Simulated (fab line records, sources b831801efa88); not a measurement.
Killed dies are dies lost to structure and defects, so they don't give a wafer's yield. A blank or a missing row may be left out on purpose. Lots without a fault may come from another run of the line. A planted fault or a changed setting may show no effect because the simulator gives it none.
fab line records | flow sky130
record lots=5 wafers=15 last_day=52
route steps=708 shown METAL2@498 VIA2@507
lots that met no fault: from a run of the same line without faults
start_h: hours from the record's first day to the start of the lot's first wafer shown | wait_h: hours since the lot's step before | " the same as in the row above | L1.1+2: a row that stands for several wafers | - no value, or no start given | * or withheld: withheld | < > ~ a bound
route shown NAME@n: a module of which the file shows steps, and the number in the route of the first | usual: mean/standard deviation of fault-free wafers | same: alike in all rows | chamber/n: place in a boat | sites: the reading at each site | _std_site: their standard deviation | _edge_site: outer sites' mean less inner sites' | radius_mm: how far each site lies from the wafer's centre | mask NAME#n: copy n | behind: the tool/chamber that last shaped the wafer | hold: why the lot was held/for how many hours/how that ended | device: the transistor (n, p or np) that didn't switch | end of line: the same wafers' tests at the end of the route | a step without rows: its recipe alone | killed: dies lost to structure and defects at the first sort, not the wafer's yield | map: a wafer's dies, x killed, . not, _ none there
set.NAME: the setting as run; set.NAME@STEP: as run at that earlier step | model.NAME: the simulator's own value behind a step, which no gauge read
lots at some steps of the route; a table a step, a row a wafer
services: from which hour (start_h, from the record's first day; less than 0 if before it) a tool's chamber was out of use, for how many hours, and why
## steps
# step SKY_METAL2_CD_MEAS_15
# recipe target_cd_nm=140
# usual cd_nm=140.2/1.4
# columns lot.wafer tool chamber start_h wait_h cd_nm
L074.4 cd_sem-01 - 770.65 - 140.9
L074.5 " - " " 140.1
L074.6 " - " " 138.9
L081.1 cd_sem-01 - 810.21 - 138.3
L081.3 " - " " 139.2
L081.5 " - " " 139.0
L082.1 cd_sem-02 - 819.06 - 140.5
L082.5 " - " " 142.3
L082.6 " - " " 138.7
L089.3 cd_sem-01 - 857.15 - 141.4
L089.4 " - " " 141.3
L089.6 " - " " 140.5
L096.1 cd_sem-01 - 1057.81 - 137.3
L096.3 " - " " 138.4
L096.5 " - " " 137.1
# step SKY_METAL2_OVL_MEAS_16
# usual METAL2_OVL=-2/4.4
# columns lot.wafer tool chamber start_h wait_h METAL2_OVL[nm]
L074.4 overlay-02 - 770.72 0.1 1
L074.5 " - " " -1
L074.6 " - " " 4
L081.1 overlay-02 - 810.33 0.1 -2
L081.3 " - " " -7
L081.5 " - " " -8
L082.1 overlay-02 - 819.18 0.1 1
L082.5 " - " " -1
L082.6 " - " " -6
L089.3 overlay-01 - 857.24 0.1 1
L089.4 " - " " -2
L089.6 " - " " -3
L096.1 overlay-02 - 1057.93 0.1 -3
L096.3 " - " " -2
L096.5 " - " " -12
# step SKY_METAL2_DESCUM_17
# recipe chemistry=O2 source_power_w=150 bias_power_w=0 pressure_mtorr=10 temp_c=40 time_s=8
# usual drypump_motor_current_A=5.6/0.42 he_backside_leak_sccm=3.27/0.21 oes_product_au=0.998/0.013 rf_fwd_power_W=146.8/0.74
# columns lot.wafer tool chamber start_h wait_h drypump_motor_current_A he_backside_leak_sccm oes_product_au rf_fwd_power_W rf_hours_counter_h
L074.4 rie_metal-04 1 770.75 0.0 5.7 3.14 1.027 146.6 -
L074.5 " 1 " " 5.7 3.18 1.018 145.9 -
L074.6 " 0 " " 6.4 3.17 0.989 145.6 -
L081.1 rie_metal-03 0 810.36 0.0 5.1 3.61 0.987 147.3 8
L081.3 " 1 " " 5.6 3.26 1.001 147.8 -
L081.5 " 1 " " 5.6 3.28 0.999 146.8 -
L082.1 rie_metal-03 1 819.22 0.0 5.7 3.31 1.009 146.9 15
L082.5 " 1 " " 5.7 3.24 0.995 146.8 -
L082.6 " 0 " " 5.1 3.45 0.990 147.9 -
L089.3 rie_metal-03 0 857.29 0.0 5.1 3.39 1.000 148.0 -
L089.4 " 0 " " 5.1 3.41 0.994 148.6 -
L089.6 " 0 " " 5.1 3.53 0.988 148.2 -
L096.1 rie_metal-04 0 1057.97 0.0 6.4 3.24 0.993 147.2 17
L096.3 " 1 " " 5.6 3.29 1.016 145.8 -
L096.5 " 1 " " 5.6 3.24 1.017 146.6 -
# step SKY_METAL2_ETCH_18
# recipe chemistry=N2/H2 target=BARC ion_energy_ev=200 bias_w=100 pressure_mtorr=30 n2_flow_sccm=100 h2_flow_sccm=200 icp_w=500 stop_on=SiO2 time_s=45.9 target_depth_a=600
# usual drypump_motor_current_A=5.7/0.43 he_backside_leak_sccm=3.26/0.19 oes_product_au=0.854/0.0045 rf_fwd_power_W=494.6/2 throttle_valve_pct=13.224/0.0087
# columns lot.wafer tool chamber start_h wait_h drypump_motor_current_A he_backside_leak_sccm oes_product_au rf_fwd_power_W rf_hours_counter_h throttle_valve_pct
L074.4 rie_metal-04 1 770.79 0.0 5.7 3.15 0.849 494.4 - 13.238
L074.5 " 1 " " 5.6 3.14 0.850 493.5 - 13.228
L074.6 " 0 " " 6.5 3.60 0.859 491.4 - 13.222
L081.1 rie_metal-03 0 810.39 0.0 5.1 3.63 0.858 498.3 8 13.233
L081.3 " 1 " " 5.6 3.49 0.854 496.7 - 13.230
L081.5 " 1 " " 5.6 3.42 0.857 495.1 - 13.230
L082.1 rie_metal-03 1 819.25 0.0 5.6 3.26 0.858 498.6 15 13.243
L082.5 " 1 " " 5.7 3.43 0.863 498.7 - 13.219
L082.6 " 0 " " 5.1 3.55 0.857 496.0 - 13.227
L089.3 rie_metal-03 0 857.37 0.1 5.1 3.53 0.854 496.7 - 13.230
L089.4 " 0 " " 5.1 3.51 0.860 496.2 - 13.227
L089.6 " 0 " " 5.1 3.52 0.855 497.9 - 13.239
L096.1 rie_metal-04 0 1058.00 0.0 6.4 3.36 0.859 493.8 17 13.225
L096.3 " 1 " " 5.6 3.08 0.864 494.6 - 13.224
L096.5 " 1 " " 5.7 3.38 0.847 492.4 - 13.227
# step SKY_METAL2_METAL_ETCH_19
# recipe target_depth_a=3600 stop_on=SiO2 over_etch_frac=0.3 time_s=78 chemistry=Cl2/BCl3 resist_sidewall_deg=88 pressure_mtorr=10 icp_w=900 bias_w=48.5 Cl2_flow_sccm=60 bcl3_flow_sccm=30
# usual drypump_motor_current_A=5.6/0.43 he_backside_leak_sccm=3.28/0.2 oes_product_au=0.853/0.0054 rf_fwd_power_W=893.3/2.8 throttle_valve_pct=22.265/0.0088
# same over_etch_frac=0.3
# columns lot.wafer tool chamber start_h wait_h drypump_motor_current_A he_backside_leak_sccm oes_product_au rf_fwd_power_W rf_hours_counter_h throttle_valve_pct
L074.4 rie_metal-04 1 770.87 0.1 5.6 3.31 0.852 888.6 - 22.277
L074.5 " 1 " " 5.6 3.09 0.858 893.2 - 22.261
L074.6 " 0 " " 6.5 3.18 0.865 895.3 - 22.262
L081.1 rie_metal-03 0 810.46 0.0 5.1 3.42 0.850 895.9 8 22.258
L081.3 " 1 " " 5.6 3.15 0.856 895.8 - 22.278
L081.5 " 1 " " 5.6 3.36 0.856 894.2 - 22.259
L082.1 rie_metal-03 1 819.31 0.0 5.6 3.30 0.848 895.7 15 22.276
L082.5 " 1 " " 5.6 3.38 0.852 896.9 - 22.269
L082.6 " 0 " " 5.1 3.46 0.855 897.1 - 22.271
L089.3 rie_metal-03 0 857.52 0.1 5.1 3.52 0.844 897.8 - 22.246
L089.4 " 0 " " 5.1 3.44 0.855 897.6 - 22.260
L089.6 " 0 " " 5.1 3.49 0.848 894.0 - 22.262
L096.1 rie_metal-04 0 1058.06 0.0 6.5 3.15 0.858 892.8 17 22.252
L096.3 " 1 " " 5.6 3.06 0.840 893.1 - 22.254
L096.5 " 1 " " 5.7 3.02 0.852 894.5 - 22.284
# step SKY_METAL2_STRIP_20
# recipe chemistry=O2/N2 power_w=1400 pressure_mtorr=1500 platen_temp_c=withheld o2_flow_sccm=3000 n2_flow_sccm=300 overash_fraction=0.5
# usual drypump_motor_current_A=5.77/0.29 oes_product_au=0.343/0.0053 strip_time_to_endpoint_s=2.72/0.054
# columns lot.wafer tool chamber start_h wait_h drypump_motor_current_A oes_product_au rf_hours_counter_h strip_time_to_endpoint_s
L074.4 plasma_asher-01 0 770.96 0.1 5.28 0.339 - 2.68
L074.5 " 0 " " 5.23 0.345 - 2.64
L074.6 " 1 " " 6.05 0.341 - 2.77
L081.1 plasma_asher-01 1 810.55 0.1 6.08 0.350 62 2.73
L081.3 " 0 " " 5.27 0.337 - 2.71
L081.5 " 1 " " 6.10 0.347 - 2.69
L082.1 plasma_asher-02 0 819.40 0.1 5.96 0.340 38 2.69
L082.5 " 1 " " 5.98 0.345 - 2.71
L082.6 " 0 " " 5.96 0.344 - 2.76
L089.3 plasma_asher-04 1 857.67 0.1 5.90 0.342 - 2.74
L089.4 " 0 " " 5.57 0.343 - 2.77
L089.6 " 0 " " 5.56 0.339 - 2.72
L096.1 plasma_asher-02 1 1058.15 0.1 5.96 0.345 62 2.72
L096.3 " 0 " " 5.97 0.341 - 2.60
L096.5 " 1 " " 5.95 0.339 - 2.61
# step SKY_METAL2_STRIP_21
# recipe chemistry=post_etch_residue_remover time_s=1200 temp_c=72.5
# columns lot.wafer tool chamber start_h wait_h
L074.4+5+6 wet_bench-04 3 771.03 0.0
L081.1+3+5 wet_bench-02 1 810.65 0.1
L082.1+5+6 wet_bench-02 0 819.50 0.1
L089.3+4+6 wet_bench-02 3 857.74 0.0
L096.1+3+5 wet_bench-04 1 1058.25 0.1
# step SKY_METAL2_CLEAN_22
# recipe chemistry=IPA time_s=180 temp_c=25
# columns lot.wafer tool chamber start_h wait_h
L074.4+5+6 wet_bench-04 1 771.37 0.0
L081.1+3+5 wet_bench-04 1 810.99 0.0
L082.1+5+6 wet_bench-01 1 819.84 0.0
L089.3+4+6 wet_bench-01 0 858.11 0.0
L096.1+3+5 wet_bench-01 2 1058.60 0.0
# step SKY_METAL2_CLEAN_23
# recipe chemistry=O3/DIW dry=n2_spin
# columns lot.wafer tool chamber start_h wait_h
L074.4+5+6 wet_bench-02 1 771.43 0.0
L081.1+3+5 wet_bench-02 2 811.05 0.0
L082.1+5+6 wet_bench-02 0 819.90 0.0
L089.3+4+6 wet_bench-04 1 858.17 0.0
L096.1+3+5 wet_bench-04 0 1058.66 0.0
# step SKY_VIA2_HDPCVD_00
# recipe material=SiO2 target_thk_nm=1180 sigma_open_frac=0.3 time_s=196.7 temp_c=400 sih4_flow_sccm=60 pressure_mtorr=6
# columns lot.wafer tool chamber start_h wait_h
L074.4+5+6 hdpcvd-01 0,2,1 771.59 0.1
L081.1+3+5 hdpcvd-02 2,0,2 811.14 0.0
L082.1+5+6 hdpcvd-02 2,1,2 819.99 0.0
L089.3+4+6 hdpcvd-02 2,2,0 858.27 0.0
L096.1+3+5 hdpcvd-01 1,2,0 1058.75 0.0
# step SKY_VIA2_THK_MEAS_01
# recipe reads=SiO2_of_VIA2_HDPCVD_00
# usual VIA2_HDPCVD_THK=1182/11
# columns lot.wafer tool chamber start_h wait_h VIA2_HDPCVD_THK[nm]
L074.4 film_metro-01 - 771.68 0.0 1178
L074.5 " - " " 1159
L074.6 " - " " 1190
L081.1 film_metro-04 - 811.26 0.1 1172
L081.3 " - " " 1188
L081.5 " - " " 1190
L082.1 film_metro-04 - 820.12 0.1 1180
L082.5 " - " " 1159
L082.6 " - " " 1188
L089.3 film_metro-03 - 858.42 0.1 1174
L089.4 " - " " 1163
L089.6 " - " " 1172
L096.1 film_metro-03 - 1058.88 0.1 1191
L096.3 " - " " 1182
L096.5 " - " " 1182
# step SKY_VIA2_CMP_02
# recipe material=SiO2 down_force_psi=4 platen_rpm=60 pad_velocity_m_s=0.94248
# usual motor_current_A=11.7/0.93
# columns lot.wafer tool chamber start_h wait_h motor_current_A
L074.4 cmp-02 0 771.86 0.2 11.9
L074.5 " 1 " " 11.4
L074.6 " 2 " " 13.9
L081.3 cmp-01 3 811.49 0.2 13.2
L081.1 " 1 " " 12.2
L081.5 " 2 " " 11.8
L082.1 cmp-02 3 820.18 0.1 12.4
L082.5 " 3 " " 11.5
L082.6 " 0 " " 12.4
L089.4 cmp-01 1 858.51 0.1 12.9
L089.3 " 3 " " 12.4
L089.6 " 1 " " 12.1
L096.3 cmp-01 2 1058.99 0.1 10.7
L096.1 " 3 " " 12.3
L096.5 " 1 " " 12.0
# step SKY_VIA2_BOW_MEAS_03
# recipe mode=bow
# usual VIA2_BOW=85/7.6
# columns lot.wafer tool chamber start_h wait_h VIA2_BOW[um]
L074.4 film_metro-04 - 772.07 0.2 87
L074.5 " - " " 86
L074.6 " - " " 79
L081.1 film_metro-01 - 811.74 0.1 87
L081.3 " - " " 95
L081.5 " - " " 97
L082.1 film_metro-03 - 820.48 0.2 85
L082.5 " - " " 89
L082.6 " - " " 85
L089.3 film_metro-01 - 858.80 0.1 77
L089.4 " - " " 87
L089.6 " - " " 87
L096.1 film_metro-03 - 1059.24 0.1 93
L096.3 " - " " 84
L096.5 " - " " 89
# step SKY_VIA2_DEHYDRATE_04
# recipe temp_c=200 time_s=60
# usual chill_plate_temp_C=22.99/0.11 exhaust_pa=45.0/0.92
# columns lot.wafer tool chamber start_h wait_h chill_plate_temp_C exhaust_pa
L074.4 litho_track-03 0 784.41 12.3 23.27 43.8
L074.5 " 0 " " 23.15 45.1
L074.6 " 0 " " 23.18 44.2
L081.1 litho_track-04 0 824.76 13.0 22.90 45.5
L081.3 " 0 " " 23.12 46.6
L081.5 " 0 " " 23.02 46.0
L082.1 litho_track-03 0 833.44 12.9 22.84 44.6
L082.5 " 0 " " 22.73 45.0
L082.6 " 0 " " 22.85 43.8
L089.3 litho_track-01 0 871.41 12.6 22.85 44.2
L089.4 " 0 " " 22.98 45.0
L089.6 " 0 " " 22.78 42.9
L096.1 litho_track-03 0 1068.39 9.1 22.94 44.7
L096.3 " 0 " " 23.04 44.4
L096.5 " 0 " " 23.02 43.6
# step SKY_VIA2_HMDS_05
# recipe prime_time_s=60 prime_temp_c=120
# usual chill_plate_temp_C=22.99/0.096 exhaust_pa=44.9/0.81
# columns lot.wafer tool chamber start_h wait_h chill_plate_temp_C exhaust_pa
L074.4 litho_track-03 0 784.56 0.1 22.97 44.2
L074.5 " 0 " " 23.05 45.2
L074.6 " 0 " " 23.05 44.8
L081.1 litho_track-04 0 824.91 0.1 22.80 45.0
L081.3 " 0 " " 22.78 44.5
L081.5 " 0 " " 22.99 44.1
L082.1 litho_track-03 0 833.59 0.1 22.94 45.4
L082.5 " 0 " " 22.86 45.2
L082.6 " 0 " " 22.94 44.2
L089.3 litho_track-01 0 871.56 0.1 22.78 43.9
L089.4 " 0 " " 22.97 44.4
L089.6 " 0 " " 22.96 44.4
L096.1 litho_track-03 0 1068.54 0.1 23.06 45.3
L096.3 " 0 " " 23.01 45.1
L096.5 " 0 " " 23.07 45.1
# step SKY_VIA2_COAT_06
# recipe resist=BARC temp_c=withheld time_s=withheld spin_rpm=3000 resist_thk_nm=60
# usual chill_plate_temp_C=* exhaust_pa=44.9/0.93
# columns lot.wafer tool chamber start_h wait_h chill_plate_temp_C exhaust_pa
L074.4 litho_track-03 0 784.71 0.1 * 44.3
L074.5 " 0 " " * 45.9
L074.6 " 0 " " * 45.4
L081.1 litho_track-04 0 825.06 0.1 * 43.2
L081.3 " 0 " " * 43.6
L081.5 " 0 " " * 43.9
L082.1 litho_track-03 0 833.74 0.1 * 45.6
L082.5 " 0 " " * 45.1
L082.6 " 0 " " * 44.2
L089.3 litho_track-01 0 871.71 0.1 * 43.9
L089.4 " 0 " " * 45.3
L089.6 " 0 " " * 43.8
L096.1 litho_track-03 0 1068.69 0.1 * 43.4
L096.3 " 0 " " * 44.5
L096.5 " 0 " " * 43.1
# step SKY_VIA2_COAT_07
# recipe resist=KrF-thick spin_rpm=3000 resist_thk_nm=450
# usual chill_plate_temp_C=23.00/0.13 exhaust_pa=45.2/0.96
# columns lot.wafer tool chamber start_h wait_h chill_plate_temp_C exhaust_pa
L074.4 litho_track-03 0 - - 23.07 47.0
L074.5 " 0 " " 23.10 47.5
L074.6 " 0 " " 22.92 46.7
L081.1 litho_track-04 0 - - 22.87 44.6
L081.3 " 0 " " 22.94 45.6
L081.5 " 0 " " 23.06 45.4
L082.1 litho_track-03 0 - - 22.91 44.8
L082.5 " 0 " " 23.08 44.5
L082.6 " 0 " " 22.85 45.3
L089.3 litho_track-01 0 - - 22.90 45.8
L089.4 " 0 " " 22.89 45.6
L089.6 " 0 " " 22.87 46.0
L096.1 litho_track-03 0 - - 22.92 45.2
L096.3 " 0 " " 22.96 44.6
L096.5 " 0 " " 23.10 45.0
# step SKY_VIA2_SOFTBAKE_08
# recipe temp_c=100 time_s=90 resist=KrF-thick
# usual chill_plate_temp_C=23.00/0.1 exhaust_pa=45.4/0.91
# columns lot.wafer tool chamber start_h wait_h chill_plate_temp_C exhaust_pa
L074.4 litho_track-03 0 - - 22.97 44.7
L074.5 " 0 " " 22.89 43.1
L074.6 " 0 " " 23.13 44.5
L081.1 litho_track-04 0 - - 23.02 44.1
L081.3 " 0 " " 22.87 44.6
L081.5 " 0 " " 22.99 46.5
L082.1 litho_track-03 0 - - 22.86 45.7
L082.5 " 0 " " 22.88 45.3
L082.6 " 0 " " 22.86 45.4
L089.3 litho_track-01 0 - - 23.02 45.4
L089.4 " 0 " " 22.90 44.6
L089.6 " 0 " " 23.10 46.1
L096.1 litho_track-03 0 - - 23.02 47.1
L096.3 " 0 " " 22.89 45.6
L096.5 " 0 " " 22.99 44.0
# step SKY_VIA2_EXPOSE_09
# recipe mask_id=VIM2 na=0.8 source_shape=annular sigma_inner=0.55 sigma_outer=0.85 target_cd_nm=200 dose_mj=38
# same na=0.8
# columns lot.wafer tool chamber start_h wait_h mask
L074.4+5+6 krf_scanner-01 0 - - VIM2#0
L081.1+3+5 krf_scanner-01 0 - - VIM2#0
L082.1+5+6 krf_scanner-02 0 - - VIM2#0
L089.3+4+6 krf_scanner-02 0 - - VIM2#0
L096.1+3+5 krf_scanner-02 0 - - VIM2#0
# step SKY_VIA2_PEB_10
# recipe peb_temp_c=withheld peb_time_s=withheld resist=KrF-thick
# usual chill_plate_temp_C=* exhaust_pa=44.7/0.8
# columns lot.wafer tool chamber start_h wait_h chill_plate_temp_C exhaust_pa
L074.4 litho_track-03 0 - - * 43.4
L074.5 " 0 " " * 44.7
L074.6 " 0 " " * 44.0
L081.1 litho_track-04 0 - - * 43.0
L081.3 " 0 " " * 45.1
L081.5 " 0 " " * 45.2
L082.1 litho_track-04 0 - - * 44.7
L082.5 " 0 " " * 44.8
L082.6 " 0 " " * 44.5
L089.3 litho_track-03 0 - - * 45.4
L089.4 " 0 " " * 45.1
L089.6 " 0 " " * 44.6
L096.1 litho_track-04 0 - - * 45.2
L096.3 " 0 " " * 45.3
L096.5 " 0 " " * 46.2
# step SKY_VIA2_DEVELOP_11
# recipe develop_time_s=60 resist=KrF-thick dev_temp_c=21
# usual chill_plate_temp_C=22.99/0.089 exhaust_pa=45.0/0.74
# columns lot.wafer tool chamber start_h wait_h chill_plate_temp_C exhaust_pa
L074.4 litho_track-03 0 - - 23.00 44.9
L074.5 " 0 " " 23.00 44.1
L074.6 " 0 " " 23.08 44.6
L081.1 litho_track-04 0 - - 23.06 44.7
L081.3 " 0 " " 22.98 44.0
L081.5 " 0 " " 22.89 44.8
L082.1 litho_track-04 0 - - 22.68 45.2
L082.5 " 0 " " 22.97 46.1
L082.6 " 0 " " 22.87 43.8
L089.3 litho_track-03 0 - - 22.93 45.5
L089.4 " 0 " " 22.96 43.7
L089.6 " 0 " " 22.91 44.2
L096.1 litho_track-04 0 - - 23.04 43.9
L096.3 " 0 " " 22.84 44.5
L096.5 " 0 " " 22.97 45.2
# step SKY_VIA2_CD_MEAS_12
# recipe target_cd_nm=200
# usual cd_nm=200.1/1.9
# columns lot.wafer tool chamber start_h wait_h cd_nm
L074.4 cd_sem-01 - 798.45 - 197.7
L074.5 " - " " 198.0
L074.6 " - " " 198.2
L081.1 cd_sem-02 - 839.11 - 200.7
L081.3 " - " " 199.8
L081.5 " - " " 200.8
L082.1 cd_sem-02 - 847.61 - 200.8
L082.5 " - " " 201.2
L082.6 " - " " 201.2
L089.3 cd_sem-01 - 885.48 - 203.9
L089.4 " - " " 204.0
L089.6 " - " " 202.2
L096.1 cd_sem-01 - 1078.96 - 198.1
L096.3 " - " " 199.2
L096.5 " - " " 199.9
# step SKY_VIA2_OVL_MEAS_13
# usual VIA2_OVL=2/5.9
# columns lot.wafer tool chamber start_h wait_h VIA2_OVL[nm]
L074.4 overlay-01 - 798.53 0.1 5
L074.5 " - " " 10
L074.6 " - " " 6
L081.1 overlay-02 - 839.23 0.1 3
L081.3 " - " " 3
L081.5 " - " " 4
L082.1 overlay-02 - 847.73 0.1 6
L082.5 " - " " 3
L082.6 " - " " 11
L089.3 overlay-02 - 885.57 0.1 0
L089.4 " - " " 9
L089.6 " - " " 1
L096.1 overlay-02 - 1079.08 0.1 -5
L096.3 " - " " 2
L096.5 " - " " -7
# step SKY_VIA2_ETCH_14
# recipe chemistry=N2/H2 target=BARC ion_energy_ev=200 source_w=500 bias_w=100 pressure_mtorr=30 n2_flow_sccm=100 h2_flow_sccm=200 stop_on=SiO2 time_s=45.9 target_depth_a=600
# usual drypump_motor_current_A=5.7/0.65 oes_product_au=0.856/0.005 rf_fwd_power_W=494.7/1.9 throttle_valve_pct=13.224/0.0091
# columns lot.wafer tool chamber start_h wait_h drypump_motor_current_A oes_product_au rf_fwd_power_W rf_hours_counter_h throttle_valve_pct
L074.4 rie_diel-03 0 798.54 0.0 4.8 0.857 496.8 25 13.221
L074.5 " 2 " " 4.8 0.859 493.8 - 13.214
L074.6 " 1 " " 5.4 0.861 493.8 - 13.208
L081.1 rie_diel-04 3 839.26 0.0 5.7 0.854 493.6 15 13.227
L081.3 " 2 " " 5.2 0.847 495.7 1 13.215
L081.5 " 3 " " 5.8 0.852 495.9 - 13.218
L082.1 rie_diel-03 1 847.76 0.0 5.4 0.856 495.4 10 13.224
L082.5 " 1 " " 5.4 0.852 494.6 - 13.223
L082.6 " 0 " " 4.8 0.870 497.2 - 13.223
L089.3 rie_diel-03 0 885.59 0.0 4.8 0.851 497.6 0 13.214
L089.4 " 1 " " 5.4 0.859 489.6 11 13.232
L089.6 " 2 " " 4.8 0.858 492.9 - 13.229
L096.1 rie_diel-03 3 1079.11 0.0 6.0 0.855 496.3 17 13.228
L096.3 " 2 " " 4.8 0.854 490.4 21 13.222
L096.5 " 2 " " 4.8 0.857 490.9 - 13.229
# step SKY_VIA2_ETCH_15
# recipe target=SiO2 chemistry=C4F8/O2/Ar target_depth_nm=546 stop_on=TiN mask_material=KrF-thick source_w=1500 bias_w=1200 pressure_mtorr=40 c4f8_flow_sccm=withheld O2_flow_sccm=6 Ar_flow_sccm=300 time_s=84
# usual oes_product_au=0.939/0.0048 rf_fwd_power_W=1490/5.1
# columns lot.wafer tool chamber start_h wait_h oes_product_au rf_fwd_power_W rf_hours_counter_h
L074.4 rie_diel-03 0 798.59 0.0 0.940 1496 25
L074.5 " 2 " " 0.948 1489 -
L074.6 " 1 " " 0.943 1489 -
L081.1 rie_diel-04 3 839.30 0.0 0.936 1488 15
L081.3 " 2 " " 0.929 1488 1
L081.5 " 3 " " 0.936 1484 -
L082.1 rie_diel-03 1 847.80 0.0 0.942 1495 10
L082.5 " 1 " " 0.938 1495 -
L082.6 " 0 " " 0.936 1494 -
L089.3 rie_diel-03 0 885.64 0.0 0.940 1493 0
L089.4 " 1 " " 0.935 1487 11
L089.6 " 2 " " 0.943 1482 -
L096.1 rie_diel-03 3 1079.15 0.0 0.945 1489 17
L096.3 " 2 " " 0.945 1484 21
L096.5 " 2 " " 0.938 1482 -
# step SKY_VIA2_STRIP_16
# recipe chemistry=O2/N2 power_w=1400 pressure_mtorr=1500 platen_temp_c=withheld o2_flow_sccm=3000 n2_flow_sccm=300 overash_fraction=0.5
# usual drypump_motor_current_A=5.89/0.18 oes_product_au=0.399/0.0048 strip_time_to_endpoint_s=4.068/0.029
# columns lot.wafer tool chamber start_h wait_h drypump_motor_current_A oes_product_au rf_hours_counter_h strip_time_to_endpoint_s
L074.4 plasma_asher-03 1 798.68 0.1 6.15 0.401 - 4.055
L074.5 " 1 " " 6.17 0.395 - 4.093
L074.6 " 0 " " 5.82 0.400 - 4.093
L081.1 plasma_asher-04 1 839.37 0.0 5.90 0.391 9 4.039
L081.3 " 0 " " 5.55 0.398 - 4.078
L081.5 " 0 " " 5.54 0.395 - 4.040
L082.1 plasma_asher-02 0 847.87 0.0 5.96 0.397 41 4.121
L082.5 " 1 " " 6.00 0.402 - 4.105
L082.6 " 0 " " 5.96 0.395 - 4.058
L089.3 plasma_asher-03 0 885.73 0.1 5.82 0.408 - 4.141
L089.4 " 1 " " 6.16 0.398 - 4.123
L089.6 " 1 " " 6.19 0.401 - 4.110
L096.1 plasma_asher-02 0 1079.22 0.0 5.95 0.399 65 4.103
L096.3 " 0 " " 5.93 0.398 - 4.112
L096.5 " 1 " " 5.99 0.402 - 4.074
# step SKY_VIA2_STRIP_17
# recipe chemistry=post_etch_residue_remover time_s=1200 temp_c=72.5
# columns lot.wafer tool chamber start_h wait_h
L074.4+5+6 wet_bench-03 2 798.75 0.0
L081.1+3+5 wet_bench-02 1 839.47 0.1
L082.1+5+6 wet_bench-01 2 847.97 0.1
L089.3+4+6 wet_bench-02 2 885.80 0.0
L096.1+3+5 wet_bench-03 3 1079.32 0.1
# step SKY_VIA2_CLEAN_18
# recipe chemistry=IPA time_s=180 temp_c=25
# columns lot.wafer tool chamber start_h wait_h
L074.4+5+6 wet_bench-02 0 799.09 0.0
L081.1+3+5 wet_bench-01 2 839.84 0.0
L082.1+5+6 wet_bench-03 2 848.34 0.0
L089.3+4+6 wet_bench-01 3 886.14 0.0
L096.1+3+5 wet_bench-02 3 1079.66 0.0
# step SKY_VIA2_CLEAN_19
# recipe chemistry=O3/DIW dry=n2_spin
# columns lot.wafer tool chamber start_h wait_h
L074.4+5+6 wet_bench-03 0 799.15 0.0
L081.1+3+5 wet_bench-03 1 839.90 0.0
L082.1+5+6 wet_bench-02 2 848.40 0.0
L089.3+4+6 wet_bench-03 0 886.20 0.0
L096.1+3+5 wet_bench-01 0 1079.72 0.0
# step SKY_VIA2_SPUTTER_20
# recipe material=TiN target_thk_nm=20 chamber_pressure_pa=5 power_w=4000 time_s=80
# usual throttle_valve_pct=29.6/0.92
# columns lot.wafer tool chamber start_h wait_h throttle_valve_pct
L074.4 pvd_sputter-03 - 799.24 0.0 29.4
L074.5 " - " " 28.4
L074.6 " - " " 29.9
L081.1 pvd_sputter-03 - 840.00 0.0 29.1
L081.3 " - " " 28.9
L081.5 " - " " 29.0
L082.1 pvd_sputter-02 - 848.50 0.0 29.7
L082.5 " - " " 30.3
L082.6 " - " " 29.9
L089.3 pvd_sputter-01 - 886.29 0.0 29.0
L089.4 " - " " 31.0
L089.6 " - " " 28.3
L096.1 pvd_sputter-03 - 1079.81 0.0 28.6
L096.3 " - " " 30.1
L096.5 " - " " 28.7
# step SKY_VIA2_CVD_21
# recipe material=W target_thk_nm=420 time_s=126.4 temp_c=400 pressure_torr=40
# usual heater_power_w=826/52
# columns lot.wafer tool chamber start_h wait_h heater_power_w
L074.4 cvd_w-01 1 799.35 0.1 886
L074.5 " 0 " " 788
L074.6 " 1 " " 883
L081.1 cvd_w-02 0 840.06 0.0 773
L081.3 " 0 " " 784
L081.5 " 0 " " 805
L082.1 cvd_w-01 0 848.56 0.0 808
L082.5 " 0 " " 794
L082.6 " 1 " " 886
L089.3 cvd_w-01 0 886.40 0.1 785
L089.4 " 1 " " 869
L089.6 " 1 " " 875
L096.1 cvd_w-01 1 1079.87 0.0 869
L096.3 " 0 " " 721
L096.5 " 1 " " 867
# step SKY_VIA2_RS_MEAS_22
# recipe thk_meas_gauge=four-point-probe reads=W_of_VIA2_CVD_21+TiN_of_VIA2_SPUTTER_20
# usual VIA2_W_RS=0.270/0.0033
# columns lot.wafer tool chamber start_h wait_h VIA2_W_RS[ohm/sq]
L074.4 film_metro-04 - 799.49 0.1 0.270
L074.5 " - " " 0.268
L074.6 " - " " 0.266
L081.1 film_metro-03 - 840.19 0.1 0.278
L081.3 " - " " 0.271
L081.5 " - " " 0.272
L082.1 film_metro-04 - 848.69 0.1 0.263
L082.5 " - " " 0.265
L082.6 " - " " 0.268
L089.3 film_metro-03 - 886.52 0.1 0.272
L089.4 " - " " 0.275
L089.6 " - " " 0.275
L096.1 film_metro-03 - 1080.00 0.1 0.273
L096.3 " - " " 0.270
L096.5 " - " " 0.272
# step SKY_VIA2_THK_MEAS_23
# recipe thk_meas_gauge=xrf reads=W_of_VIA2_CVD_21
# usual VIA2_W_THK=408/5.4
# columns lot.wafer tool chamber start_h wait_h VIA2_W_THK[nm]
L074.4 film_metro-04 - 799.58 0.1 409
L074.5 " - " " 410
L074.6 " - " " 415
L081.1 film_metro-03 - 840.31 0.1 401
L081.3 " - " " 408
L081.5 " - " " 405
L082.1 film_metro-04 - 848.81 0.1 418
L082.5 " - " " 415
L082.6 " - " " 412
L089.3 film_metro-03 - 886.62 0.1 406
L089.4 " - " " 403
L089.6 " - " " 403
L096.1 film_metro-03 - 1080.12 0.1 399
L096.3 " - " " 402
L096.5 " - " " 401
## services
# columns tool chamber start_h hours kind
wet_bench-01 - 765.15 33.7 repair
krf_scanner-02 - 781.32 1.0 pm
krf_scanner-02 - 794.07 0.9 repair
cmp-01 - 814.82 1.0 repair
cvd_w-01 - 820.61 0.6 repair
cmp-01 - 837.94 1.5 repair
rie_metal-03 0 843.20 6.2 repair
pvd_sputter-03 - 847.33 1.7 repair
wet_bench-01 - 860.54 1.7 repair
wet_bench-01 - 862.65 1.0 repair
cvd_w-01 - 879.87 0.5 repair
rie_diel-03 3 881.48 1.4 repair
wet_bench-03 - 890.24 1.5 repair
cvd_w-01 - 904.00 14.0 pm
rie_metal-04 0 920.32 3.0 repair
wet_bench-03 - 981.84 1.9 pm
rie_diel-03 - 985.03 2.8 pm
cvd_w-01 - 985.43 0.9 repair
plasma_asher-02 - 1012.44 1.7 repair
wet_bench-02 - 1016.97 4.4 pm
cvd_w-01 - 1038.78 0.9 repair
rie_diel-03 1 1059.52 2.2 repair
wet_bench-04 - 1064.35 1.9 pm
wet_bench-02 - 1075.53 1.8 repair
## key
fault none
